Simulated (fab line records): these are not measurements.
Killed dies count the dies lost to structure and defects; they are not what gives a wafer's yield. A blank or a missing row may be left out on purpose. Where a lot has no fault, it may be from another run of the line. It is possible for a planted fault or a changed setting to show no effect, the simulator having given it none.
Which tool was responsible?    flow gf180mcu    43 wafers from 15 lots sampled at 4 of the route's 602 steps

== WHAT THE GAUGES SHOWED, per wafer ==
GF_STI_THK_MEAS_22. Usual: STI_OXIDATION_01_THK gives 14.75 nm (standard deviation 0.25).
lot   measured     on             STI_OXIDATION_01_THK (nm)  flag
L380  day 2 04:41  film metro-03  14.76 14.76 14.79          
L381  day 2 09:48  film metro-02  14.61 14.67 14.59          
L382  day 2 13:58  film metro-01  14.74 14.75 14.97          
L383  day 2 20:19  film metro-02  14.90 14.86 14.41          
L384  day 3 01:16  film metro-02  14.61 14.60 14.75          
L386  day 3 10:46  film metro-02  14.72 14.93 14.74          
L387  day 3 14:41  film metro-01  14.79 14.72 14.85          
L388  day 3 20:37  film metro-01  15.15 15.10 15.39          
L389  day 4 01:38  film metro-03  15.15 14.87 15.01          
L392  day 4 18:13  film metro-02  14.94 14.82                
L393  day 4 21:50  film metro-01  15.15 15.30 15.17          
L394  day 5 04:01  film metro-02  14.94 15.19                
L400  day 6 09:38  film metro-03  15.25 14.79 14.97          
L401  day 6 15:13  film metro-01  14.42 14.61 14.50          
L403  day 7 01:19  film metro-03  14.57 14.59 14.51          

GF_MVSD_TW_MEAS_11. Usual: MVSD_TW gives 1574 (standard deviation 9.1).
lot   measured     on             MVSD_TW         flag
L380  day 4 12:17  film metro-02  1586 1576 1581  
L381  day 4 17:53  film metro-03  1567 1568 1579  
L382  day 4 23:03  film metro-03  1573 1560 1570  
L383  day 5 04:29  film metro-04  1584 1588 1590  
L384  day 5 11:41  film metro-04  1590 1577 1592  
L386  day 5 20:14  film metro-04  1590 1600 1589  
L387  day 6 01:52  film metro-03  1571 1567 1571  
L388  day 6 07:33  film metro-02  1577 1572 1561  
L389  day 6 13:54  film metro-02  1563 1563 1560  
L392  day 7 07:23  film metro-03  1576 1566       
L393  day 7 11:59  film metro-03  1566 1571 1571  
L394  day 7 19:59  film metro-02  1584 1571       
L400  day 9 07:47  film metro-03  1567 1569 1567  
L401  day 9 11:43  film metro-02  1573 1577 1577  
L403  day 9 23:05  film metro-04  1572 1576 1582  

GF_MVPSD_OVL_MEAS_07. Usual: MVPSD_OVL gives 0.1 nm (standard deviation 1.4).
lot   measured      on          MVPSD_OVL (nm)  flag
L380  day 5 01:30   overlay-02  0.7 0.8 0.3     
L381  day 5 07:30   overlay-01  1.1 3.8 4.0     
L382  day 5 13:09   overlay-01  -0.6 -0.9 -0.3  
L383  day 5 17:53   overlay-02  -3.1 -0.9 -0.8  
L384  day 6 01:52   overlay-02  1.1 2.2 1.7     
L386  day 6 10:52   overlay-02  -0.9 -0.7 -0.5  
L387  day 6 16:51   overlay-01  -3.1 1.0 0.6    
L388  day 6 22:37   overlay-01  0.0 2.1 -0.8    
L389  day 7 05:13   overlay-02  -0.1 -0.6 0.8   
L392  day 7 23:44   overlay-02  0.3 0.9         
L393  day 8 04:18   overlay-01  -1.1 0.5 -0.6   
L394  day 8 12:25   overlay-02  -0.2 0.6        
L400  day 10 00:59  overlay-01  -0.2 -1.4 -0.7  
L401  day 10 05:16  overlay-01  2.4 2.2 2.0     
L403  day 10 16:37  overlay-01  -0.3 0.6 -0.1   

== WHAT TOOL EACH LOT RAN ON (gives the tool, then ch and the chambers of the sampled wafers, and finally the start) ==
lot   GF_STI_PEB_10
L380  litho track-01 ch 0, day 2 00:32
L381  litho track-04 ch 0, day 2 05:41
L382  litho track-03 ch 0, day 2 11:46
L383  litho track-03 ch 0, day 2 18:07
L384  litho track-01 ch 0, day 2 23:04
L386  litho track-03 ch 0, day 3 07:47
L387  litho track-01 ch 0, day 3 12:32
L388  litho track-01 ch 0, day 3 18:26
L389  litho track-03 ch 0, day 3 23:23
L392  litho track-01 ch 0, day 4 15:31
L393  litho track-01 ch 0, day 4 19:04
L394  litho track-01 ch 0, day 5 01:49
L400  litho track-03 ch 0, day 6 07:25
L401  litho track-04 ch 0, day 6 13:04
L403  litho track-04 ch 0, day 6 23:08
- GF_STI_PEB_10: peb time 90 s.

== AS READ BY THE TOOLS THEMSELVES (means over the sampled wafers that have a number; for cases with no such wafer, the mark the record gives instead) ==
GF_STI_PEB_10. Usual: heater power total W 85.71 W, standard deviation 0.082; plate temp C 135.00 C, standard deviation 0.15.
lot   tool            heater power total W (W)  plate temp C (C)  flag
L380  litho track-01  85.73                     135.07            
L381  litho track-04  85.71                     134.98            
L382  litho track-03  85.64                     134.95            
L383  litho track-03  85.73                     135.09            
L384  litho track-01  85.72                     134.79            
L386  litho track-03  85.72                     135.11            
L387  litho track-01  85.70                     135.18            
L388  litho track-01  85.82                     134.99            
L389  litho track-03  85.63                     135.04            
L392  litho track-01  86.11                     135.00            OFF
L393  litho track-01  86.05                     135.01            OFF
L394  litho track-01  86.14                     134.95            OFF
L400  litho track-03  85.72                     135.02            
L401  litho track-04  85.71                     134.95            
L403  litho track-04  85.69                     135.13            

== THE ANSWER, worked out from the rows above alone ==
Rule: take the mean of a lot's wafers that have a number; if it is more than 3 standard deviations from the usual mean, the lot is off. Also off: a lot with no number at a reading for which 4 or more lots have one. Any other lot the step has rows for is counted as sound. After the gauges, taken in route order, come the tools' own readings; for these a lot's mean is taken, as printed above. At the first step where some lot is off, the reading lying furthest off is the one used; lots without a number count as furthest.
Off: L392, L393, L394, at GF_STI_PEB_10 (heater power total W).
A tool fits if, at that step or a process step before it, it ran every lot that is off, and no sound lot after the first of them. One fits: GF_STI_PEB_10 on litho track-01. A fault onset in the window from L388 (day 3 18:26, its last sound lot) to L392 (day 4 15:31, its first lot off) fits.
The tool's own readings at GF_STI_PEB_10 bear it out: on the lots that are off they differ by more than 5 times the standard deviation of the sound lots' means. heater power total W reads 86.10 W there against 85.71 W on the sound lots.

== WHAT WAS PUT IN BY THE SIMULATOR ==
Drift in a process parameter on litho track-01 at GF_STI_PEB_10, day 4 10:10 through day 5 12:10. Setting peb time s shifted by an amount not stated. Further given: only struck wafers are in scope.
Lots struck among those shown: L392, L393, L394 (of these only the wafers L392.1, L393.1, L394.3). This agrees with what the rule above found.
